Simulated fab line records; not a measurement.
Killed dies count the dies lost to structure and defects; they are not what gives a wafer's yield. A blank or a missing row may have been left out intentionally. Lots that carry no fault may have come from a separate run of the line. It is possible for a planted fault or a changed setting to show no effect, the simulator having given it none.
Which tool is to blame? + flow gf180mcu + 7 lots, 20 wafers sampled, at 2 steps of a route of 602

## WHAT THE GAUGES READ, wafer by wafer
GF_CONTACT_CD_MEAS_14: the cd target is 220 nm.
| lot  | measured     | on        | cd-nm (nm)        |
|------|--------------|-----------|-------------------|
| L196 | day 16 17:54 | cd-sem-01 | 218.1 218.2 217.7 |
| L199 | day 17 20:46 | cd-sem-01 | 218.9 220.0 219.4 |
| L202 | day 19 11:37 | cd-sem-02 | 218.1 220.5 219.6 |
| L209 | day 21 19:30 | cd-sem-02 | 208.6 210.4       |
| L212 | day 22 18:34 | cd-sem-01 | 219.7 220.1 220.5 |
| L214 | day 23 08:31 | cd-sem-01 | 222.1 221.4 222.4 |
| L217 | day 24 07:02 | cd-sem-01 | 219.5 220.7 219.4 |

## EACH LOT AND THE TOOL THAT RAN IT (in order: tool; ch and the chambers of the sampled wafers; start)
| lot  | GF_CONTACT_EXPOSE_11              |
|------|-----------------------------------|
| L196 | krf-scanner-01 ch 0, day 16 07:08 |
| L199 | krf-scanner-02 ch 0, day 17 09:01 |
| L202 | krf-scanner-01 ch 0, day 18 23:37 |
| L209 | krf-scanner-01 ch 0, day 21 07:07 |
| L212 | krf-scanner-02 ch 0, day 22 07:20 |
| L214 | krf-scanner-02 ch 0, day 22 21:26 |
| L217 | krf-scanner-02 ch 0, day 23 20:34 |
- GF_CONTACT_EXPOSE_11: exposes mask Contact, target cd 220 nm.

## THE ANSWER, worked out from the rows above alone
Rule: the lots themselves supply what counts as usual. Put in order of their means at a reading, lots are off if they are a third of the lots or fewer, leave a main group of 4 or more, and stand apart from it by a gap of 3 or more times the standard deviation of the main group's means; of several such gaps the widest counts. The tables above print the reading to a certain number of digits; a main group whose means all agree to those digits is not used. A lot without any number at a reading at which 4 lots or more have one is off too. Any other lot the step has rows for is counted as sound.
Off, at GF_CONTACT_CD_MEAS_14 on cd-nm: L209. Main group: mean 219.8 nm, sd 1.2.
A tool fits if, at a process step before that reading, it ran every lot that is off, and no sound lot after the first of them. Gauges at GF_CONTACT_CD_MEAS_14: tried the same way as those tools. Undecided on this evidence; 2 tools fit (krf-scanner-01 at GF_CONTACT_EXPOSE_11, cd-sem-02 at GF_CONTACT_CD_MEAS_14).

## WHAT THE SIMULATOR HAD PUT IN
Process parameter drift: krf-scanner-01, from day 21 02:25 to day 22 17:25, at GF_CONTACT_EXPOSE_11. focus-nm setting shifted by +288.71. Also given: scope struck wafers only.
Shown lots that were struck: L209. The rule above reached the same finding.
